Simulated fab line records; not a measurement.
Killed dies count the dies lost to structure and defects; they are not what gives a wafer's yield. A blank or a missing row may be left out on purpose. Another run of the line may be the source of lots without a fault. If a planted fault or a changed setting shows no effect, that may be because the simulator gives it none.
fab line records	flow gf180mcu
record lots=24	wafers=72	lastDay=34
route steps=602 shown V1@356 V4@478 MIM@509 V5@541
lots that met no fault: taken from a fault-free run of the same line
startH: the number of hours between the record's first day and the start of the first shown wafer of the lot	waitH: hours from the lot's prior step to this one	" unchanged from the row above	L1.1+2: a single row standing in for several wafers	- no value present, or no start provided	* or withheld: withheld	< > ~ a bound
route shown NAME@n: names a module that has steps shown in the file, with the first one's number in the route	usual: the fault-free wafers' mean and standard deviation	same: alike in all rows	chamber/n: place in a boat	sites: each site's reading	_std_site: standard deviation of those values	_edge_site: mean of outer sites minus mean of inner sites	radiusMm: how far each site lies from the wafer's centre	mask NAME#n: copy n	behind: the last tool/chamber to shape the wafer	hold: reason for holding the lot/hours on hold/outcome of the hold	device: the transistor (n, p or np) that didn't switch	end of line: the route-end tests of the same wafers	a step with no rows: only its recipe	killed: count of dies lost to structure and defects at first sort (not the wafer's yield)	map: the dies of a wafer, with x for killed, . for not killed, _ for no die there
set.NAME: the run value of the setting; set.NAME@STEP: its run value at that earlier step	model.NAME: the simulator's own value behind a step, which no gauge read
route steps across a sampled set of lots; one table per step, one row per wafer
services: from which hour (startH, from the record's first day; less than 0 if before it) a tool's chamber was out of use, for how many hours, and why
## steps
# step GF_V1_SPUTTER_21
# recipe material=Ti	targetThkNm=15	chamberPressurePa=5	powerW=2500	substrateTempC=200	timeS=80.02
# usual throttleValvePct=30.3/0.85
lot.wafer	tool	chamber	startH	waitH	throttleValvePct
L074.2	pvdSputter-02	-	414.43	0.0	30.8
L074.3	"	-	"	"	28.8
L074.6	"	-	"	"	30.1
L075.2	pvdSputter-02	-	417.88	0.0	30.7
L075.3	"	-	"	"	29.7
L075.4	"	-	"	"	28.7
L076.1	pvdSputter-04	-	429.29	0.0	30.8
L076.5	"	-	"	"	30.6
L076.6	"	-	"	"	30.8
L077.3	pvdSputter-03	-	438.25	0.0	29.5
L077.4	"	-	"	"	29.2
L077.6	"	-	"	"	31.6
L078.2	pvdSputter-02	-	447.96	0.0	30.8
L078.4	"	-	"	"	30.2
L078.6	"	-	"	"	31.1
L080.3	pvdSputter-02	-	470.42	0.0	28.8
L080.4	"	-	"	"	30.3
L080.5	"	-	"	"	31.3
L079.2	pvdSputter-04	-	471.40	0.0	31.3
L079.5	"	-	"	"	31.4
L079.6	"	-	"	"	30.8
L081.3	pvdSputter-03	-	479.62	0.0	29.4
L081.5	"	-	"	"	29.5
L081.6	"	-	"	"	29.2
L082.2	pvdSputter-02	-	487.03	0.0	30.4
L082.3	"	-	"	"	30.0
L082.5	"	-	"	"	30.1
L083.2	pvdSputter-02	-	501.47	0.0	28.7
L083.3	"	-	"	"	30.8
L083.6	"	-	"	"	30.5
L084.3	pvdSputter-02	-	511.30	0.0	30.7
L084.5	"	-	"	"	30.1
L084.6	"	-	"	"	30.5
L085.1	pvdSputter-02	-	520.69	0.0	30.3
L085.3	"	-	"	"	29.8
L085.6	"	-	"	"	31.0
L086.1	pvdSputter-03	-	525.36	0.0	29.6
L086.5	"	-	"	"	31.5
L086.6	"	-	"	"	29.4
L087.1	pvdSputter-02	-	539.17	0.0	28.8
L087.5	"	-	"	"	31.1
L087.6	"	-	"	"	30.5
L088.3	pvdSputter-03	-	540.23	0.0	30.7
L088.4	"	-	"	"	29.1
L088.6	"	-	"	"	30.8
L089.1	pvdSputter-04	-	553.04	0.0	31.3
L089.5	"	-	"	"	30.6
L089.6	"	-	"	"	31.0
L090.3	pvdSputter-02	-	565.34	0.0	30.5
L090.5	"	-	"	"	30.5
L090.6	"	-	"	"	28.7
L091.4	pvdSputter-03	-	570.07	0.0	31.2
L091.5	"	-	"	"	29.4
L091.6	"	-	"	"	30.7
L092.3	pvdSputter-04	-	575.44	0.0	31.1
L092.4	"	-	"	"	30.9
L092.6	"	-	"	"	30.6
L094.2	pvdSputter-04	-	583.02	0.0	31.0
L094.5	"	-	"	"	30.8
L094.6	"	-	"	"	30.8
L093.1	pvdSputter-04	-	588.46	0.0	31.1
L093.3	"	-	"	"	30.8
L093.5	"	-	"	"	30.7
L095.2	pvdSputter-03	-	594.15	0.0	31.0
L095.5	"	-	"	"	29.4
L095.6	"	-	"	"	30.9
L096.1	pvdSputter-04	-	603.98	0.0	30.9
L096.4	"	-	"	"	30.7
L096.5	"	-	"	"	31.2
L097.1	pvdSputter-02	-	608.18	0.0	28.8
L097.4	"	-	"	"	30.3
L097.5	"	-	"	"	29.7
# step GF_V4_CVD_02
# recipe material=SiO2	targetThkNm=850	precursor=TEOS	tempC=400	timeS=94.851	rfW=600
# usual heaterPowerOuterW=353/47	heaterPowerW=620/58	rfFwdPowerW=596.4/2.2
lot.wafer	tool	chamber	startH	waitH	heaterPowerOuterW	heaterPowerW	rfFwdPowerW
L074.2	pecvd-03	1	543.87	0.0	305	597	596.9
L074.3	"	2	"	"	355	653	597.9
L074.6	"	2	"	"	262	512	602.0
L075.2	pecvd-03	2	545.65	0.0	333	610	597.5
L075.3	"	0	"	"	363	572	598.1
L075.4	"	1	"	"	251	501	595.1
L076.1	pecvd-02	0	554.71	0.1	284	538	596.7
L076.5	"	0	"	"	324	580	596.1
L076.6	"	1	"	"	325	532	599.5
L077.3	pecvd-03	0	563.62	0.0	406	614	600.4
L077.4	"	2	"	"	331	618	598.1
L077.6	"	1	"	"	334	597	599.0
L078.2	pecvd-04	2	571.93	0.0	319	612	599.0
L078.4	"	1	"	"	389	687	595.0
L078.6	"	0	"	"	409	700	595.8
L080.3	pecvd-02	1	592.73	0.0	382	613	596.6
L080.4	"	1	"	"	411	638	598.9
L080.5	"	0	"	"	351	626	594.8
L079.2	pecvd-02	1	594.55	0.0	438	678	594.3
L079.5	"	0	"	"	339	625	594.0
L079.6	"	1	"	"	328	545	595.0
L081.3	pecvd-02	1	601.96	0.0	425	664	598.1
L081.5	"	1	"	"	331	537	599.8
L081.6	"	2	"	"	387	665	597.7
L082.2	pecvd-03	0	605.70	0.0	410	618	600.0
L082.3	"	2	"	"	292	562	597.6
L082.5	"	2	"	"	337	618	597.5
L083.2	pecvd-02	0	621.71	0.0	291	533	595.1
L083.3	"	1	"	"	436	663	600.2
L083.6	"	0	"	"	319	587	594.5
L084.3	pecvd-04	0	628.73	0.0	394	696	597.1
L084.5	"	0	"	"	296	566	595.3
L084.6	"	2	"	"	323	602	594.5
L085.1	pecvd-04	2	635.66	0.1	295	583	594.5
L085.3	"	0	"	"	389	676	595.2
L085.6	"	0	"	"	405	693	594.4
L086.1	pecvd-02	0	641.12	0.1	315	579	597.0
L086.5	"	2	"	"	389	682	597.1
L086.6	"	1	"	"	386	616	596.0
L087.1	pecvd-04	1	651.69	0.1	400	693	595.8
L087.5	"	2	"	"	312	584	592.5
L087.6	"	1	"	"	311	578	595.8
L088.3	pecvd-03	2	653.22	0.0	310	588	598.0
L088.4	"	0	"	"	325	560	600.4
L088.6	"	2	"	"	342	645	598.7
L089.1	pecvd-04	0	665.19	0.1	336	604	597.9
L089.5	"	0	"	"	366	648	595.5
L089.6	"	2	"	"	305	567	602.1
L090.3	pecvd-04	2	675.45	0.0	309	581	595.0
L090.5	"	1	"	"	418	707	592.8
L090.6	"	2	"	"	345	626	594.3
L091.4	pecvd-02	0	681.24	0.1	250	486	592.7
L091.5	"	1	"	"	329	539	596.1
L091.6	"	2	"	"	311	572	595.8
L092.3	pecvd-04	1	686.51	0.0	422	707	595.9
L092.4	"	0	"	"	400	719	591.1
L092.6	"	2	"	"	333	629	598.0
L094.2	pecvd-04	0	691.04	0.0	401	702	592.9
L094.5	"	2	"	"	327	616	592.1
L094.6	"	1	"	"	419	707	597.3
L093.1	pecvd-04	2	695.96	0.1	335	614	597.6
L093.3	"	0	"	"	389	683	596.5
L093.5	"	2	"	"	250	499	597.8
L095.2	pecvd-03	2	701.51	0.0	335	593	590.6
L095.5	"	2	"	"	349	635	599.3
L095.6	"	1	"	"	345	604	596.9
L096.1	pecvd-02	2	709.56	0.1	416	733	593.6
L096.4	"	0	"	"	341	602	598.3
L096.5	"	1	"	"	430	658	596.5
L097.1	pecvd-03	2	712.10	0.1	350	632	598.4
L097.4	"	0	"	"	337	556	596.9
L097.5	"	1	"	"	355	600	596.8
# step GF_MIM_THK_MEAS_06
# recipe reads=Si3N4_of_MIM_CVD_05
# usual MIM_CVD_05_THK=42.0/0.49
lot.wafer	tool	chamber	startH	waitH	MIM_CVD_05_THK[nm]
L074.2	filmMetro-03	-	569.97	0.0	42.3
L074.3	"	-	"	"	42.2
L074.6	"	-	"	"	42.1
L075.2	filmMetro-01	-	569.97	0.0	41.8
L075.3	"	-	"	"	41.6
L075.4	"	-	"	"	42.0
L076.1	filmMetro-03	-	579.14	0.0	41.2
L076.5	"	-	"	"	42.2
L076.6	"	-	"	"	43.0
L077.3	filmMetro-04	-	587.80	0.0	41.6
L077.4	"	-	"	"	41.5
L077.6	"	-	"	"	42.7
L078.2	filmMetro-04	-	596.09	0.0	42.0
L078.4	"	-	"	"	42.4
L078.6	"	-	"	"	41.6
L080.3	filmMetro-01	-	616.01	0.0	41.4
L080.4	"	-	"	"	41.7
L080.5	"	-	"	"	41.8
L079.2	filmMetro-03	-	617.90	0.0	41.1
L079.5	"	-	"	"	41.9
L079.6	"	-	"	"	42.2
L081.3	filmMetro-04	-	624.68	0.0	41.3
L081.5	"	-	"	"	41.7
L081.6	"	-	"	"	42.3
L082.2	filmMetro-03	-	628.85	0.0	41.8
L082.3	"	-	"	"	41.3
L082.5	"	-	"	"	41.8
L083.2	filmMetro-01	-	644.02	0.0	41.5
L083.3	"	-	"	"	41.7
L083.6	"	-	"	"	42.1
L084.3	filmMetro-04	-	650.72	0.0	41.7
L084.5	"	-	"	"	42.9
L084.6	"	-	"	"	42.5
L085.1	filmMetro-04	-	657.81	0.0	42.0
L085.3	"	-	"	"	41.5
L085.6	"	-	"	"	41.4
L086.1	filmMetro-04	-	663.75	0.0	41.8
L086.5	"	-	"	"	41.9
L086.6	"	-	"	"	42.6
L087.1	filmMetro-01	-	673.17	0.0	41.9
L087.5	"	-	"	"	42.7
L087.6	"	-	"	"	42.0
L088.3	filmMetro-03	-	674.75	0.0	41.3
L088.4	"	-	"	"	42.5
L088.6	"	-	"	"	42.7
L089.1	filmMetro-03	-	686.67	0.0	41.7
L089.5	"	-	"	"	42.2
L089.6	"	-	"	"	42.6
L090.3	filmMetro-01	-	696.69	0.0	40.9
L090.5	"	-	"	"	41.9
L090.6	"	-	"	"	42.0
L091.4	filmMetro-03	-	702.47	0.0	43.0
L091.5	"	-	"	"	42.5
L091.6	"	-	"	"	42.9
L092.3	filmMetro-01	-	707.20	0.0	42.0
L092.4	"	-	"	"	42.6
L092.6	"	-	"	"	42.1
L094.2	filmMetro-01	-	711.72	0.0	42.1
L094.5	"	-	"	"	42.1
L094.6	"	-	"	"	42.2
L093.1	filmMetro-04	-	717.00	0.0	42.2
L093.3	"	-	"	"	42.4
L093.5	"	-	"	"	42.4
L095.2	filmMetro-03	-	721.92	0.0	41.6
L095.5	"	-	"	"	42.9
L095.6	"	-	"	"	42.2
L096.1	filmMetro-03	-	730.23	0.0	41.5
L096.4	"	-	"	"	43.0
L096.5	"	-	"	"	42.4
L097.1	filmMetro-01	-	732.55	0.0	42.1
L097.4	"	-	"	"	42.4
L097.5	"	-	"	"	42.9
# step GF_MIM_THK_MEAS_11
# recipe thkMeasGauge=xrf	reads=AlCu_of_MIM_SPUTTER_08
# usual MIM_ALCU_THK=200.8/2.5
lot.wafer	tool	chamber	startH	waitH	MIM_ALCU_THK[nm]
L074.2	filmMetro-04	-	570.25	0.1	204.3
L074.3	"	-	"	"	202.4
L074.6	"	-	"	"	204.0
L075.2	filmMetro-03	-	570.25	0.1	203.2
L075.3	"	-	"	"	201.5
L075.4	"	-	"	"	203.8
L076.1	filmMetro-03	-	579.42	0.1	204.1
L076.5	"	-	"	"	204.4
L076.6	"	-	"	"	202.8
L077.3	filmMetro-03	-	588.08	0.1	204.0
L077.4	"	-	"	"	203.9
L077.6	"	-	"	"	202.2
L078.2	filmMetro-03	-	596.37	0.1	200.5
L078.4	"	-	"	"	203.2
L078.6	"	-	"	"	200.9
L080.3	filmMetro-03	-	616.29	0.1	198.9
L080.4	"	-	"	"	195.2
L080.5	"	-	"	"	195.4
L079.2	filmMetro-03	-	618.18	0.1	197.1
L079.5	"	-	"	"	198.3
L079.6	"	-	"	"	199.4
L081.3	filmMetro-01	-	624.96	0.1	201.7
L081.5	"	-	"	"	201.2
L081.6	"	-	"	"	200.2
L082.2	filmMetro-04	-	629.16	0.1	200.0
L082.3	"	-	"	"	199.2
L082.5	"	-	"	"	198.7
L083.2	filmMetro-04	-	644.30	0.1	196.5
L083.3	"	-	"	"	196.1
L083.6	"	-	"	"	197.4
L084.3	filmMetro-03	-	651.00	0.1	203.9
L084.5	"	-	"	"	203.5
L084.6	"	-	"	"	201.2
L085.1	filmMetro-04	-	658.23	0.1	199.4
L085.3	"	-	"	"	199.4
L085.6	"	-	"	"	198.9
L086.1	filmMetro-03	-	664.03	0.1	200.5
L086.5	"	-	"	"	199.6
L086.6	"	-	"	"	198.9
L087.1	filmMetro-04	-	673.45	0.1	200.9
L087.5	"	-	"	"	201.1
L087.6	"	-	"	"	203.4
L088.3	filmMetro-03	-	675.03	0.1	200.9
L088.4	"	-	"	"	201.1
L088.6	"	-	"	"	199.6
L089.1	filmMetro-04	-	686.95	0.1	199.3
L089.5	"	-	"	"	200.1
L089.6	"	-	"	"	199.5
L090.3	filmMetro-03	-	696.97	0.1	205.5
L090.5	"	-	"	"	204.9
L090.6	"	-	"	"	202.9
L091.4	filmMetro-01	-	702.75	0.1	204.1
L091.5	"	-	"	"	200.0
L091.6	"	-	"	"	201.1
L092.3	filmMetro-04	-	707.48	0.1	202.4
L092.4	"	-	"	"	203.9
L092.6	"	-	"	"	201.8
L094.2	filmMetro-01	-	712.00	0.1	198.1
L094.5	"	-	"	"	200.0
L094.6	"	-	"	"	202.9
L093.1	filmMetro-01	-	717.28	0.1	201.6
L093.3	"	-	"	"	202.8
L093.5	"	-	"	"	202.3
L095.2	filmMetro-01	-	722.20	0.1	199.5
L095.5	"	-	"	"	198.9
L095.6	"	-	"	"	196.7
L096.1	filmMetro-04	-	730.51	0.1	197.1
L096.4	"	-	"	"	197.2
L096.5	"	-	"	"	195.1
L097.1	filmMetro-04	-	732.83	0.1	200.0
L097.4	"	-	"	"	200.4
L097.5	"	-	"	"	200.4
# step GF_MIM_METAL_ETCH_19
# recipe chemistry=Cl2/BCl3	maskMaterial=NOVOLAK	stopOn=Si3N4	targetDepthNm=324.5	pressureMtorr=8	icpW=800	biasW=140	Cl2_flow_sccm=80	bcl3FlowSccm=40	timeS=54.1
# usual chamberPressureMTorr=8.000/0.0073	drypumpMotorCurrentA=5.8/0.42	oesProductAu=0.942/0.006	rfFwdPowerW=792/3.8	throttleValvePct=28.283/0.0092
lot.wafer	tool	chamber	startH	waitH	chamberPressureMTorr	drypumpMotorCurrentA	oesProductAu	rfFwdPowerW	rfHoursCounterH	throttleValvePct
L074.2	rieMetal-04	1	591.83	0.1	8.005	6.0	0.939	788	7	28.281
L074.3	"	0	"	"	8.002	5.1	0.951	795	-	28.275
L074.6	"	1	"	"	7.998	6.0	0.948	788	-	28.293
L075.2	rieMetal-01	1	591.99	0.1	7.989	6.0	0.948	795	4	28.285
L075.3	"	0	"	"	7.996	6.1	0.939	792	-	28.281
L075.4	"	1	"	"	7.997	6.0	0.943	797	-	28.284
L076.1	rieMetal-02	0	600.53	0.1	7.995	5.3	0.951	798	10	28.280
L076.5	"	1	"	"	8.004	6.3	0.944	795	-	28.293
L076.6	"	0	"	"	7.986	5.3	0.947	799	-	28.283
L077.3	rieMetal-04	1	608.92	0.1	7.998	6.0	0.946	785	-	28.279
L077.4	"	0	"	"	8.015	5.1	0.945	787	-	28.285
L077.6	"	1	"	"	7.993	5.9	0.953	786	-	28.278
L078.2	rieMetal-04	0	617.11	0.1	8.004	5.2	0.934	791	10	28.280
L078.4	"	1	"	"	7.997	6.0	0.942	790	-	28.281
L078.6	"	0	"	"	7.999	5.1	0.944	791	-	28.283
L080.3	rieMetal-01	1	636.72	0.1	7.997	6.0	0.935	798	-	28.301
L080.4	"	0	"	"	7.998	6.1	0.929	795	-	28.313
L080.5	"	1	"	"	7.995	6.0	0.926	798	-	28.282
L079.2	rieMetal-01	0	638.21	0.1	8.000	6.1	0.938	793	12	28.299
L079.5	"	1	"	"	8.016	6.0	0.937	797	-	28.283
L079.6	"	0	"	"	7.997	6.1	0.938	793	-	28.279
L081.3	rieMetal-02	0	644.82	0.1	7.987	5.3	0.943	793	-	28.290
L081.5	"	1	"	"	8.011	6.3	0.945	790	-	28.274
L081.6	"	0	"	"	7.994	5.3	0.939	796	-	28.288
L082.2	rieMetal-04	0	648.58	0.1	8.016	5.1	0.942	791	11	28.279
L082.3	"	1	"	"	8.004	6.0	0.936	790	-	28.304
L082.5	"	0	"	"	8.001	5.1	0.949	789	-	28.279
L083.2	rieMetal-01	0	663.26	0.1	7.992	6.1	0.933	789	13	28.278
L083.3	"	1	"	"	8.005	6.0	0.934	794	-	28.293
L083.6	"	1	"	"	8.002	6.0	0.932	796	-	28.290
L084.3	rieMetal-01	1	669.33	0.1	7.994	6.0	0.950	799	-	28.279
L084.5	"	1	"	"	8.007	6.0	0.942	797	-	28.273
L084.6	"	0	"	"	7.990	6.1	0.948	790	-	28.270
L085.1	rieMetal-01	0	676.96	0.1	7.999	6.1	0.939	793	14	28.286
L085.3	"	0	"	"	8.000	6.1	0.945	788	-	28.283
L085.6	"	0	"	"	7.989	6.1	0.949	789	-	28.276
L086.1	rieMetal-02	1	682.88	0.1	8.010	6.3	0.938	790	6	28.296
L086.5	"	1	"	"	8.005	6.3	0.945	792	-	28.291
L086.6	"	0	"	"	8.003	5.3	0.942	796	-	28.296
L087.1	rieMetal-04	0	692.21	0.1	8.005	5.1	0.939	789	12	28.278
L087.5	"	1	"	"	7.994	5.9	0.939	790	-	28.281
L087.6	"	0	"	"	7.999	5.1	0.935	790	-	28.279
L088.3	rieMetal-01	0	693.97	0.1	8.000	6.1	0.950	791	-	28.271
L088.4	"	1	"	"	7.986	6.0	0.945	797	-	28.295
L088.6	"	0	"	"	7.993	6.1	0.939	793	-	28.262
L089.1	rieMetal-04	1	705.08	0.1	8.012	5.9	0.937	785	11	28.278
L089.5	"	1	"	"	8.002	6.0	0.945	788	-	28.281
L089.6	"	0	"	"	8.012	5.1	0.941	792	-	28.280
L090.3	rieMetal-02	0	715.44	0.1	8.002	5.3	0.947	802	-	28.272
L090.5	"	0	"	"	8.004	5.3	0.947	797	-	28.283
L090.6	"	1	"	"	8.002	6.3	0.944	794	-	28.280
L091.4	rieMetal-04	0	720.44	0.1	8.002	5.1	0.951	793	-	28.268
L091.5	"	1	"	"	8.004	6.0	0.939	790	-	28.295
L091.6	"	0	"	"	8.003	5.1	0.942	797	-	28.280
L092.3	rieMetal-02	1	725.25	0.1	8.011	6.2	0.939	794	-	28.285
L092.4	"	0	"	"	7.997	5.3	0.944	799	-	28.266
L092.6	"	1	"	"	7.995	6.3	0.943	791	-	28.290
L094.2	rieMetal-01	1	729.31	0.1	7.999	6.0	0.928	793	9	28.277
L094.5	"	0	"	"	7.998	6.1	0.936	793	-	28.286
L094.6	"	1	"	"	8.001	6.0	0.939	796	-	28.297
L093.1	rieMetal-04	0	734.73	0.1	7.993	5.1	0.939	792	14	28.265
L093.3	"	0	"	"	8.014	5.1	0.937	795	-	28.282
L093.5	"	0	"	"	8.006	5.1	0.942	789	-	28.289
L095.2	rieMetal-01	0	739.13	0.1	8.000	6.1	0.936	792	-	28.287
L095.5	"	0	"	"	7.991	6.1	0.944	791	-	28.299
L095.6	"	0	"	"	7.984	6.1	0.931	791	-	28.282
L096.1	rieMetal-02	1	747.33	0.1	7.998	6.3	0.934	792	9	28.288
L096.4	"	1	"	"	7.999	6.3	0.935	789	-	28.280
L096.5	"	1	"	"	8.009	6.3	0.925	790	-	28.298
L097.1	rieMetal-04	1	749.88	0.1	8.006	5.9	0.937	787	12	28.292
L097.4	"	0	"	"	7.991	5.1	0.942	785	-	28.271
L097.5	"	1	"	"	8.000	5.9	0.946	785	-	28.282
# step GF_V5_THK_MEAS_01
# recipe reads=SiO2_of_V5_CVD_00
# usual V5_CVD_00_THK=300/3
lot.wafer	tool	chamber	startH	waitH	V5_CVD_00_THK[nm]
L074.2	filmMetro-02	-	613.69	0.0	301
L074.3	"	-	"	"	303
L074.6	"	-	"	"	304
L075.2	filmMetro-03	-	614.39	0.0	301
L075.3	"	-	"	"	304
L075.4	"	-	"	"	301
L076.1	filmMetro-01	-	622.38	0.0	304
L076.5	"	-	"	"	302
L076.6	"	-	"	"	302
L077.3	filmMetro-03	-	630.78	0.0	298
L077.4	"	-	"	"	302
L077.6	"	-	"	"	299
L078.2	filmMetro-03	-	638.85	0.0	303
L078.4	"	-	"	"	300
L078.6	"	-	"	"	302
L080.3	filmMetro-02	-	658.46	0.1	302
L080.4	"	-	"	"	301
L080.5	"	-	"	"	301
L079.2	filmMetro-03	-	659.56	0.0	303
L079.5	"	-	"	"	304
L079.6	"	-	"	"	302
L081.3	filmMetro-01	-	665.88	0.0	296
L081.5	"	-	"	"	293
L081.6	"	-	"	"	296
L082.2	filmMetro-03	-	669.34	0.0	297
L082.3	"	-	"	"	302
L082.5	"	-	"	"	300
L083.2	filmMetro-01	-	684.37	0.0	297
L083.3	"	-	"	"	302
L083.6	"	-	"	"	303
L084.3	filmMetro-02	-	689.57	0.0	297
L084.5	"	-	"	"	304
L084.6	"	-	"	"	303
L085.1	filmMetro-02	-	696.49	0.0	302
L085.3	"	-	"	"	299
L085.6	"	-	"	"	305
L086.1	filmMetro-01	-	703.30	0.0	297
L086.5	"	-	"	"	297
L086.6	"	-	"	"	297
L087.1	filmMetro-03	-	711.69	0.0	299
L087.5	"	-	"	"	299
L087.6	"	-	"	"	298
L088.3	filmMetro-03	-	713.43	0.0	306
L088.4	"	-	"	"	301
L088.6	"	-	"	"	301
L089.1	filmMetro-03	-	724.75	0.0	300
L089.5	"	-	"	"	301
L089.6	"	-	"	"	303
L090.3	filmMetro-01	-	734.82	0.0	296
L090.5	"	-	"	"	297
L090.6	"	-	"	"	294
L091.4	filmMetro-01	-	739.84	0.0	302
L091.5	"	-	"	"	304
L091.6	"	-	"	"	301
L092.3	filmMetro-03	-	744.16	0.0	297
L092.4	"	-	"	"	299
L092.6	"	-	"	"	300
L094.2	filmMetro-01	-	747.94	0.0	304
L094.5	"	-	"	"	301
L094.6	"	-	"	"	305
L093.1	filmMetro-03	-	752.73	0.0	298
L093.3	"	-	"	"	296
L093.5	"	-	"	"	301
L095.2	filmMetro-03	-	756.44	0.0	301
L095.5	"	-	"	"	301
L095.6	"	-	"	"	299
L096.1	filmMetro-02	-	765.18	0.0	298
L096.4	"	-	"	"	296
L096.5	"	-	"	"	294
L097.1	filmMetro-03	-	767.54	0.0	298
L097.4	"	-	"	"	301
L097.5	"	-	"	"	300
## services
tool	chamber	startH	hours	kind
pecvd-04	2	391.03	23.6	repair
pecvd-03	1	409.70	20.2	repair
pvdSputter-03	-	424.45	2.2	repair
pecvd-03	1	432.26	13.4	repair
pecvd-04	-	490.36	5.5	pm
pvdSputter-03	-	546.01	3.2	repair
pecvd-04	0	548.76	2.5	repair
pvdSputter-03	-	574.42	1.6	repair
rieMetal-01	-	577.00	1.4	pm
rieMetal-04	0	581.07	6.5	repair
pecvd-03	-	591.12	14.0	pm
pecvd-04	-	593.71	28.1	pm
pvdSputter-03	-	594.66	24.6	repair
rieMetal-01	-	636.08	0.4	repair
pecvd-04	-	638.34	2.9	repair
pvdSputter-02	-	647.36	2.6	repair
rieMetal-04	-	671.95	2.8	pm
rieMetal-01	0	699.96	5.0	repair
pecvd-04	-	710.82	0.8	repair
pecvd-03	-	717.61	2.8	pm
pvdSputter-04	-	719.15	1.1	repair
rieMetal-01	1	730.94	27.5	repair
rieMetal-04	1	731.34	16.0	repair
rieMetal-01	-	740.69	0.3	repair
## key
fault none
